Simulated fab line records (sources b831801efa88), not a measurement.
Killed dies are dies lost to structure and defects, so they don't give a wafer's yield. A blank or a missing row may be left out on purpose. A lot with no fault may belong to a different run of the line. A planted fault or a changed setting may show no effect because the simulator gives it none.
2 desks, one fault :: flow gf180mcu :: each desk has only its own numbers; what lay behind them comes last

## THE METROLOGY DESK
What the gauges read, lot by lot, whatever tool the lot ran on: means of the sampled wafers that have a number. Any lot whose mean is over 4 standard deviations away from the usual mean is out of limits and marked OUT; that distance is given in the brackets.
Columns: A = MVSD_RS at GF_VT_IMPLANT_RS_MEAS_46, usual 456.8 ohm/sq; B = HV_LDD_3_TW at GF_HV_LDD_TW_MEAS_38, usual 1437; C = HV_LDD_4_TW at GF_HV_LDD_TW_MEAS_50, usual 573; D = HV_LDD_RS at GF_HV_LDD_RS_MEAS_53, usual 412.7 ohm/sq; E = SAB_OVL at GF_SAB_OVL_MEAS_10, usual -0.8 nm
lot: L604
first seen here: day 7 18:49
A: 456.2
B: 1429
C: 582
D: 412.7
E: 1.2

lot: L605
first seen here: day 7 21:58
A: 457.0
B: 1427
C: 567
D: 414.5
E: -1.0

lot: L606
first seen here: day 8 05:44
A: 458.0
B: 1420
C: 571
D: 412.5
E: -0.1

lot: L608
first seen here: day 8 20:49
A: 457.1
B: 1434
C: 568
D: 412.6
E: -1.7

lot: L609
first seen here: day 8 23:37
A: 455.8
B: 1426
C: 579
D: 411.2
E: -0.9

lot: L610
first seen here: day 9 07:58
A: 457.3
B: 1458
C: 569
D: 411.8
E: 0.1

lot: L611
first seen here: day 9 09:11
A: 458.7
B: 1454
C: 580
D: 413.2
E: -0.6

lot: L613
first seen here: day 10 05:26
A: 457.7
B: 1425
C: 570
D: 412.7
E: -0.2

lot: L614
first seen here: day 10 10:34
A: 456.9
B: 1435
C: 568
D: 412.7
E: -2.1

lot: L619
first seen here: day 11 19:14
A: 457.3
B: 1419
C: 571
D: 413.4
E: -2.1

lot: L621
first seen here: day 12 08:13
A: 456.1
B: 1465
C: 573
D: 407.0 (-7.2) OUT
E: -1.9

lot: L622
first seen here: day 12 15:21
A: 458.7
B: 1470
C: 572
D: 407.2 (-6.9) OUT
E: -0.5

lot: L624
first seen here: day 13 04:08
A: 456.0
B: 1428
C: 584
D: 412.6
E: -0.9
This desk finds L621, L622 out of limits, with the earliest case on L621 at day 18 04:03 (HV_LDD_RS at GF_HV_LDD_RS_MEAS_53). In limits: L604, L605, L606, L608, L609, L610, L611, L613, L614, L619, L624.

## THE TOOL OWNER'S DESK: implanter-01
The tool's own readings at GF_HV_LDD_IMPLANT_34: means of the sampled wafers that have a number, for each lot that ran on this tool. Any lot whose mean is over 4 standard deviations away from the usual mean is out of limits and marked OUT; that distance is given in the brackets.
Columns: A = dose ions cm2 at GF_HV_LDD_IMPLANT_34, usual 7.502e+12; B = faraday current uA at GF_HV_LDD_IMPLANT_34, usual 42.4
lot: L606
first seen here: day 12 08:57
A: 7.508e+12
B: 42.5

lot: L619
first seen here: day 16 13:32
A: 7.497e+12
B: 43.0

lot: L621
first seen here: day 17 03:56
A: 9.831e+12 (+99 or more) OUT
B: 55.4 (+16) OUT

lot: L622
first seen here: day 17 12:58
A: 9.838e+12 (+99 or more) OUT
B: 55.4 (+15) OUT
Finding of this desk: L621, L622 out of limits; the first was L621 at day 17 03:56, on dose ions cm2 at GF_HV_LDD_IMPLANT_34. In limits: L606, L619.

## TAKEN TOGETHER
The tool owner's desk had the chance to raise an alarm at day 17 03:56 on L621, L622.
At day 18 04:03 the metrology desk could have sounded an alarm, on L621, L622.
Of the lots named, all ran GF_HV_LDD_IMPLANT_34 on implanter-01.

## WHAT THE SIMULATOR PUT IN
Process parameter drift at GF_HV_LDD_IMPLANT_34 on implanter-01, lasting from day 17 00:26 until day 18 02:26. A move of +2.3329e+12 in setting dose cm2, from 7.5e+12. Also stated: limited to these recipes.
Struck lots among those shown: L621, L622.
Delay (hours) between the fault's onset and each desk's first out-of-limits reading: 4 at the tool owner's desk, 28 at the metrology desk.
